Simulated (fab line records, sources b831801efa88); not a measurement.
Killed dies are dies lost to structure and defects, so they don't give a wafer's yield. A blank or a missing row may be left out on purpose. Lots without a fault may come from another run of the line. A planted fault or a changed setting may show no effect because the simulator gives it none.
Which tool did it? | flow sky130 | 12 lots, 36 wafers sampled, at 3 steps of a route of 708

WHAT THE GAUGES READ, wafer by wafer
SKY_VT_ADJUST_HVTP_CD_MEAS_07: target cd 380 nm.
lot  | measured     | on        | cd_nm (nm)
L128 | day 6 07:16  | cd_sem-02 | 381.5 381.4 382.8
L130 | day 6 19:38  | cd_sem-02 | 381.5 383.4 382.5
L131 | day 7 02:32  | cd_sem-01 | 380.7 377.9 380.8
L132 | day 7 06:23  | cd_sem-02 | 377.1 375.9 377.6
L133 | day 7 17:10  | cd_sem-02 | 381.8 382.0 382.1
L135 | day 8 05:56  | cd_sem-02 | 374.2 375.9 377.0
L136 | day 8 12:56  | cd_sem-01 | 381.6 380.2 382.1
L139 | day 9 04:26  | cd_sem-02 | 376.9 377.3 379.7
L140 | day 9 14:38  | cd_sem-02 | 378.0 379.8 376.8
L141 | day 10 00:04 | cd_sem-02 | 62.5 64.3 65.7 62.8 64.7 66.3
L142 | day 10 01:25 | cd_sem-01 | 383.5 383.9 381.6
L145 | day 10 17:47 | cd_sem-02 | 65.1 68.6 65.0 65.5 69.2 64.9

WHICH TOOL RAN EACH LOT (tool, then ch and the chambers of the sampled wafers, then the start)
lot  | SKY_NWELL_STRIP_14                  | SKY_VT_ADJUST_HVTP_DEVELOP_06
L128 | plasma_asher-03 ch 0,1, day 4 18:01 | litho_track-04 ch 0, day 6 07:07
L130 | plasma_asher-02 ch 0,1, day 5 05:43 | litho_track-02 ch 0, day 6 19:30
L131 | plasma_asher-01 ch 0,1, day 5 12:16 | litho_track-02 ch 0, day 7 02:24
L132 | plasma_asher-02 ch 0, day 5 15:58   | litho_track-03 ch 0, day 7 06:14
L133 | plasma_asher-01 ch 0,1, day 6 00:52 | litho_track-04 ch 0, day 7 17:01
L135 | plasma_asher-02 ch 0,1, day 6 14:36 | litho_track-04 ch 0, day 8 05:47
L136 | plasma_asher-01 ch 0,1, day 6 20:37 | litho_track-03 ch 0, day 8 12:47
L139 | plasma_asher-03 ch 0,1, day 7 10:52 | litho_track-02 ch 0, day 9 04:18
L140 | plasma_asher-02 ch 0,1, day 7 20:24 | litho_track-03 ch 0, day 9 14:30
L141 | plasma_asher-01 ch 0,1, day 8 04:02 | litho_track-03 ch 0, day 9 23:56
L142 | plasma_asher-03 ch 1, day 8 04:52   | litho_track-02 ch 0, day 10 01:16
L145 | plasma_asher-02 ch 0,1, day 8 20:19 | litho_track-03 ch 0, day 10 17:38
- SKY_NWELL_STRIP_14: strips in O2/N2.
- SKY_VT_ADJUST_HVTP_DEVELOP_06: develop time 60 s.

WHAT THE TOOLS THEMSELVES READ (means of the sampled wafers that have a number; where no wafer has one, the mark that the record gives instead)
SKY_NWELL_STRIP_14.
lot  | tool            | drypump_motor_current_A (A) | oes_product_au (a.u.) | strip_time_to_endpoint_s (s)
L128 | plasma_asher-03 | 6.20                        | 0.718                 | 36.95
L130 | plasma_asher-02 | 6.28                        | 0.724                 | 37.07
L131 | plasma_asher-01 | 6.16                        | 0.722                 | 37.06
L132 | plasma_asher-02 | 6.70                        | 0.722                 | 36.94
L133 | plasma_asher-01 | 6.29                        | 0.724                 | 37.01
L135 | plasma_asher-02 | 6.48                        | 0.724                 | 36.84
L136 | plasma_asher-01 | 6.16                        | 0.720                 | 36.72
L139 | plasma_asher-03 | 6.26                        | 0.721                 | 36.85
L140 | plasma_asher-02 | 6.48                        | 0.721                 | 36.88
L141 | plasma_asher-01 | 6.26                        | 0.720                 | 36.88
L142 | plasma_asher-03 | 6.28                        | 0.729                 | 36.97
L145 | plasma_asher-02 | 6.50                        | 0.724                 | 36.91

SKY_VT_ADJUST_HVTP_DEVELOP_06.
lot  | tool           | resist_line_temp_C (C)
L128 | litho_track-04 | 23.07
L130 | litho_track-02 | 23.12
L131 | litho_track-02 | 23.12
L132 | litho_track-03 | 22.97
L133 | litho_track-04 | 23.06
L135 | litho_track-04 | 23.06
L136 | litho_track-03 | 23.08
L139 | litho_track-02 | 23.07
L140 | litho_track-03 | 23.04
L141 | litho_track-03 | 23.04
L142 | litho_track-02 | 22.86
L145 | litho_track-03 | 23.11

THE ANSWER, worked out from the rows above alone
Rule: what is usual is taken from the lots themselves. Put in order of their means at a reading, lots are off if they are a third of the lots or fewer, leave a main group of 4 or more, and stand apart from it by a gap of 3 or more times the standard deviation of the main group's means; of several such gaps the widest counts. A main group whose means are all the same, to the digits that the tables above print for the reading, isn't used. A lot without any number at a reading at which 4 lots or more have one is off too. The other lots that the step has rows for count as sound. The gauges are gone through in route order, then the tools' own readings, and for those a lot's mean is taken as printed above. The first step at which some lot is off is used, and at that step the reading that is off furthest; a lot without a number counts as furthest.
Off: L141, L145, at SKY_VT_ADJUST_HVTP_CD_MEAS_07 (cd_nm). The main group: mean 379.9 nm, standard deviation 2.4.
A tool fits if, at a process step before that reading, it ran every lot that is off, and no sound lot after the first of them. The gauges at SKY_VT_ADJUST_HVTP_CD_MEAS_07 are tried like those tools. Can't be told from this: 2 tools fit, litho_track-03 at SKY_VT_ADJUST_HVTP_DEVELOP_06, cd_sem-02 at SKY_VT_ADJUST_HVTP_CD_MEAS_07.

WHAT THE SIMULATOR HAD PUT IN
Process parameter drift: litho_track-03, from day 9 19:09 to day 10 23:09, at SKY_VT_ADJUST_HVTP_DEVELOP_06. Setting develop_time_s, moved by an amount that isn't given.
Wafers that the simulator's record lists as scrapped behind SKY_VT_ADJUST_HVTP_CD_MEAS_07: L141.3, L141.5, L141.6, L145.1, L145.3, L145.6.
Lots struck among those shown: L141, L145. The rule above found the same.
